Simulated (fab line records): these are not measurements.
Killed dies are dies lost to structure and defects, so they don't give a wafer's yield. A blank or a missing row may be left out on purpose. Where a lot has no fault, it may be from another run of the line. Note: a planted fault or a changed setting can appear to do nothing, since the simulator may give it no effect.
Which tool did it? ; flow gf180mcu ; 7 lots, 20 wafers sampled, at 2 steps of a route of 602

WHAT EACH GAUGE READ, for each wafer
GF_POLY_GATE_CD_MEAS_10 targets a cd of 280 nm.
lot;measured;on;cd_nm (nm)
L271;day 9 14:43;cd_sem-01;280.3 279.4 280.0
L276;day 10 23:16;cd_sem-02;281.4 227.2
L285;day 13 18:16;cd_sem-01;280.5 280.1 278.9
L287;day 14 13:13;cd_sem-02;280.4 279.3 279.5
L289;day 15 06:53;cd_sem-02;279.0 280.0 279.6
L291;day 15 16:45;cd_sem-02;279.5 279.2 280.5
L293;day 16 10:13;cd_sem-01;279.8 280.0 280.1

EACH LOT AND THE TOOL THAT RAN IT (in order: tool; ch and the chambers of the sampled wafers; start)
lot;GF_POLY_GATE_EXPOSE_07
L271;krf_scanner-01 ch 0, day 9 06:11
L276;krf_scanner-02 ch 0, day 10 13:56
L285;krf_scanner-01 ch 0, day 13 08:07
L287;krf_scanner-01 ch 0, day 14 02:44
L289;krf_scanner-02 ch 0, day 14 20:24
L291;krf_scanner-02 ch 0, day 15 05:32
L293;krf_scanner-01 ch 0, day 15 22:41
- GF_POLY_GATE_EXPOSE_07: exposes mask Poly2, target cd 280 nm.

THE ANSWER, worked out from the rows above alone
Rule: the usual values come from the lots themselves. The widest of any qualifying gaps counts: lots, ordered by their means at a reading, are off when they make up no more than a third of the lots, leave a main group of 4 or more, and stand apart from it by 3 or more times the standard deviation of that group's means. Not used: any main group whose means are identical at the precision the tables above print for the reading. A lot without any number at a reading at which 4 lots or more have one is off too. The other lots that the step has rows for count as sound.
Off at GF_POLY_GATE_CD_MEAS_10 (cd_nm): L276. Mean 279.8 nm and standard deviation 0.14 in the main group.
A tool fits if, at a process step before that reading, it ran every lot that is off, and no sound lot after the first of them. Those tools and the gauges at GF_POLY_GATE_CD_MEAS_10 are tried in the same way. Not one of the candidates tried fits.

WHAT THE SIMULATOR HAD PUT IN
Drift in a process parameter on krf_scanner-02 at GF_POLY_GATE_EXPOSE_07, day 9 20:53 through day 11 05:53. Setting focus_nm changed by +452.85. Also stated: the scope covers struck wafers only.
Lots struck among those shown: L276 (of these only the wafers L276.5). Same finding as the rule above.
